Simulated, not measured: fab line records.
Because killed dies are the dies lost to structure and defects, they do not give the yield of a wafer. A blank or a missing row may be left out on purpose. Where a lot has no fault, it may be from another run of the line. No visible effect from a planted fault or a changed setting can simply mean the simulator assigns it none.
Comparing a struck lot with a sound one ; flow sky130 ; 32 steps out of a route of 708
Sound: wafers L535.2, L535.3, L535.6. Wafers struck: L541.3, L541.4, L541.5. The cause comes at the end.
For every step that has rows: the tool of each side, followed by ch and its chambers, followed by its first start. Under that, the readings that differ: sound wafers ; struck wafers ; difference of the means ; sigmas: that difference in standard deviations of wafers without a fault.
alike: a reading whose means differ by less than 2 such deviations, as well as words and numbers matching on both sides. not compared: withheld readings; readings where some wafer has no value; bounds like >300 that might hide an equal value; numbers whose values overlap and for which the record gives no deviation.
A row with sigmas, a row that says differs or no value, or rows on one side alone: a step with any of these is where the two part. Non-overlapping numbers with no deviation appear without sigmas and do not part them. A reading that every wafer of one side lacks parts them only if that side has two wafers or more.

first, 3 steps without rows for these wafers: SKY_LDD_P_EXPOSE_04 (exposes mask PSDM, target cd 380 nm); SKY_LDD_P_PEB_05; SKY_LDD_P_DEVELOP_06 (develop time 60 s).
SKY_LDD_P_CD_MEAS_07: the cd target is 380 nm.
  sound on cd sem-02, day 20 18:19; struck on cd sem-01, day 22 18:57
  alike: cd nm
SKY_LDD_P_OVL_MEAS_08:
  sound on overlay-01, day 20 18:25; struck on overlay-01, day 22 19:03
reading;sound;struck;difference;sigmas
LDD_P_OVL (nm);-0.8 -1.4 0.2;-2.9 -5.4 -4.3;-3.5;-2
following that, these wafers have no rows for 1 step: SKY_LDD_P_IMPLANT_09.
SKY_LDD_P_STRIP_10: strips in O2/N2.
  sound on plasma asher-04 ch 0, day 20 18:36; struck on plasma asher-02 ch 0,1, day 22 19:15
  alike: drypump motor current A, n2 flow sccm, oes product au, strip time to endpoint s
  not compared: rf hours counter h
SKY_LDD_P_TW_MEAS_11:
  sound on film metro-03, day 20 18:43; struck on film metro-02, day 22 19:20
reading;sound;struck;difference;sigmas
LDD_P_TW;627 630 629;636 633 641;+8;+2
then, 4 steps without rows for these wafers: SKY_LDD_HVN_DEHYDRATE_00 (time 60 s); SKY_LDD_HVN_HMDS_01 (prime time 60 s); SKY_LDD_HVN_COAT_02 (resist thk 300 nm); SKY_LDD_HVN_SOFTBAKE_03 (time 60 s).
SKY_LDD_HVN_EXPOSE_04: exposes mask HVNTM, target cd 700 nm.
  sound on iline stepper-01 ch 0, day 21 09:50; struck on iline stepper-02 ch 0, day 23 10:55
reading;sound;struck;difference;sigmas
mask;HVNTM#0 HVNTM#0 HVNTM#0;HVPTM#0 HVPTM#0 HVPTM#0;differs;
then, 2 steps without rows for these wafers: SKY_LDD_HVN_PEB_05; SKY_LDD_HVN_DEVELOP_06 (develop time 60 s).
SKY_LDD_HVN_OVL_MEAS_07:
  sound on overlay-02, day 22 00:58; struck on overlay-01, day 24 01:23
reading;sound;struck;difference;sigmas
LDD_HVN_OVL (nm);-2.3 -0.4 -0.9;- - -;no value on the struck wafers;
following that, these wafers have no rows for 1 step: SKY_LDD_HVN_IMPLANT_08.
SKY_LDD_HVN_STRIP_09: strips in O2/N2.
  sound on plasma asher-02 ch 0,1, day 22 01:09; struck on plasma asher-02 ch 0,1, day 24 01:35
  alike: drypump motor current A, n2 flow sccm, oes product au, strip time to endpoint s
  not compared: rf hours counter h
SKY_LDD_HVN_TW_MEAS_10:
  sound on film metro-03, day 22 01:16; struck on film metro-01, day 24 01:41
reading;sound;struck;difference;sigmas
LDD_HVN_TW;1433 1444 1437;30 30 30;-1408;-99 or more
then, 7 steps without rows for these wafers: SKY_LDD_HVP_DEHYDRATE_00 (time 60 s); SKY_LDD_HVP_HMDS_01 (prime time 60 s); SKY_LDD_HVP_COAT_02 (resist thk 300 nm); SKY_LDD_HVP_SOFTBAKE_03 (time 60 s); SKY_LDD_HVP_EXPOSE_04 (exposes mask HVPTM, target cd 700 nm); SKY_LDD_HVP_PEB_05; SKY_LDD_HVP_DEVELOP_06 (develop time 60 s).
SKY_LDD_HVP_OVL_MEAS_07:
  sound on overlay-01, day 23 07:15; struck on overlay-01, day 25 07:26
  alike: LDD_HVP_OVL
following that, these wafers have no rows for 1 step: SKY_LDD_HVP_IMPLANT_08.
SKY_LDD_HVP_STRIP_09: strips in O2/N2.
  sound on plasma asher-01 ch 0,1, day 23 07:26; struck on plasma asher-04 ch 0,1, day 25 07:38
  alike: drypump motor current A, n2 flow sccm, oes product au, strip time to endpoint s
  not compared: rf hours counter h
SKY_LDD_HVP_TW_MEAS_10:
  sound on film metro-04, day 23 07:32; struck on film metro-03, day 25 07:44
reading;sound;struck;difference;sigmas
LDD_HVP_TW;454.4 454.2 456.4;1436.5 1443.3 1449.1;+988.0;+99 or more
then, 1 step without rows for these wafers: SKY_LDD_LDN_DEHYDRATE_00 (time 60 s).
-- record jumps: 23 days separate the struck wafers' starts on either side; left off in module LDD_LDN, taken up again in module PAD_OPEN, whose first shown step is the route's number 708 --
SKY_PAD_OPEN_PROBE_99:
  sound on prober-01, day 47 04:42; struck on prober-02, day 48 09:02
reading;sound;struck;difference;sigmas
killed at front end;7 8 11;437 418 424;+418;+99 or more
killed dies;77 79 77;492 492 492;+414;+49
killed on rim;11 13 16;96 96 96;+83;+25
model.etest.pfet g5v0d10v5.r on ohm um;4646 4667 4706;6472 6420 6314;+1729;
model.etest.pfet_16v.r on ohm um;1.47e+04 1.5e+04 1.484e+04;1.624e+04 1.619e+04 1.591e+04;+1.267e+03;
model.etest.nfet g5v0d10v5.r on ohm um;1879 1872 1864;2235 2238 2208;+355;
model.etest.pfet g5v0d10v5.drive ua um;347.2 348.4 341.8;240.3 243.2 246.5;-102.5;
model.etest.nfet g5v0d10v5.drive ua um;614.6 613.2 612.9;508 512.5 517.3;-101;
model.etest.nfet_05v0_nvt.drive ua um;584.1 574.4 578.8;517.4 520.2 530.2;-56.5;
model.etest.pfet_16v.drive ua um;258.5 252.1 254.3;219.8 223.1 224.7;-32.4;
model.etest.ring_5v.delay ps;44.64 44.09 44.72;56.82 56.99 56.77;+12.38;
  alike: killed_at_M0_to_M3, killed_at_M4_up, killed at contacts, killed at other, killed open, killed short

## WHERE THEY PART
First at SKY_LDD_P_OVL_MEAS_08; last, within this record, at SKY_PAD_OPEN_PROBE_99.

WHY: whatever the simulator had introduced
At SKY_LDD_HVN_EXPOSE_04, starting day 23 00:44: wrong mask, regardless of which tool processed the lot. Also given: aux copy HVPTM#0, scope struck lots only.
